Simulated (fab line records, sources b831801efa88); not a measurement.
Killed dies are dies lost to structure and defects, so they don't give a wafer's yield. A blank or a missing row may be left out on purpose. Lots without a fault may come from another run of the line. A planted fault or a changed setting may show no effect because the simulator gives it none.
One fault seen from 2 desks | flow sky130 | each desk has only its own numbers; what lay behind them comes last

THE METROLOGY DESK
What the gauges read, lot by lot, whatever tool the lot ran on: means of the sampled wafers that have a number. A lot is out of limits, marked OUT, if its mean lies more than 4 standard deviations from the usual mean; the brackets give that distance.
Columns: A = cd_nm at SKY_VT_ADJUST_HVTR_CD_MEAS_07, usual 380.3 nm; B = SONOS_TUNNEL_OVL at SKY_SONOS_TUNNEL_OVL_MEAS_08, usual -0.6 nm; C = SONOS_ONO_CVD_04_THK at SKY_SONOS_ONO_THK_MEAS_05, usual 5.70 nm
lot  | first seen here | A     | B    | C
L132 | day 9 14:51     | 379.6 | -2.5 | 5.70
L133 | day 9 18:19     | 376.2 | 0.0  | 5.54
L134 | day 10 02:41    | 379.6 | -2.0 | 5.76
L136 | day 10 15:51    | 378.6 | -1.0 | 5.83
L137 | day 11 01:07    | 384.7 | 0.5  | 5.80
L143 | day 12 22:28    | 382.0 | -0.2 | 6.21 (+4.2) OUT
L144 | day 13 12:00    | 381.3 | 0.6  | 6.23 (+4.4) OUT
L154 | day 16 04:59    | 380.0 | -1.5 | 5.76
L155 | day 16 14:22    | 378.7 | -0.1 | 5.67
This desk's finding: out of limits on L143, L144; first on L143, day 15 13:34 (SONOS_ONO_CVD_04_THK at SKY_SONOS_ONO_THK_MEAS_05). In limits: L132, L133, L134, L136, L137, L154, L155.

THE TOOL OWNER'S DESK: lpcvd-03
The tool's own readings at SKY_SONOS_ONO_CVD_04 (deposits SiO2 from SiH4/N2O, target thk 5.7199 nm): means of the sampled wafers that have a number, for each lot that ran on this tool. A lot is out of limits, marked OUT, if its mean lies more than 4 standard deviations from the usual mean; the brackets give that distance.
Columns: A = pressure_mtorr at SKY_SONOS_ONO_CVD_04, usual 400.2 mTorr; B = spike_tc_centre_C at SKY_SONOS_ONO_CVD_04, usual 898.9 C
lot  | first seen here | A                       | B
L132 | day 11 16:05    | 400.0                   | 898.5
L133 | day 11 21:57    | 399.3                   | 898.7
L134 | day 12 05:38    | 400.1                   | 899.2
L136 | day 12 18:17    | 399.9                   | 897.5
L137 | day 13 07:01    | 399.3                   | 899.2
L143 | day 15 12:19    | 480.9 (+99 or more) OUT | 898.9
L144 | day 15 20:36    | 481.3 (+99 or more) OUT | 899.8
L154 | day 18 22:24    | 401.4                   | 898.5
L155 | day 19 06:20    | 400.5                   | 899.9
This desk's finding: out of limits on L143, L144; first on L143, day 15 12:19 (pressure_mtorr at SKY_SONOS_ONO_CVD_04). In limits: L132, L133, L134, L136, L137, L154, L155.

PUT TOGETHER
The tool owner's desk could have raised an alarm at day 15 12:19, on L143, L144.
The metrology desk could have raised an alarm at day 15 13:34, on L143, L144.
Of the lots named, all ran SKY_SONOS_ONO_CVD_04 on lpcvd-03.

WHAT THE SIMULATOR HAD PUT IN
Process parameter drift: lpcvd-03, from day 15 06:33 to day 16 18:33, at SKY_SONOS_ONO_CVD_04. Setting pressure_mtorr, moved by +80, from 400.
Lots struck among those shown: L143, L144.
Hours from the fault's start to each desk's first reading out of limits: the tool owner's desk, 6; the metrology desk, 7.
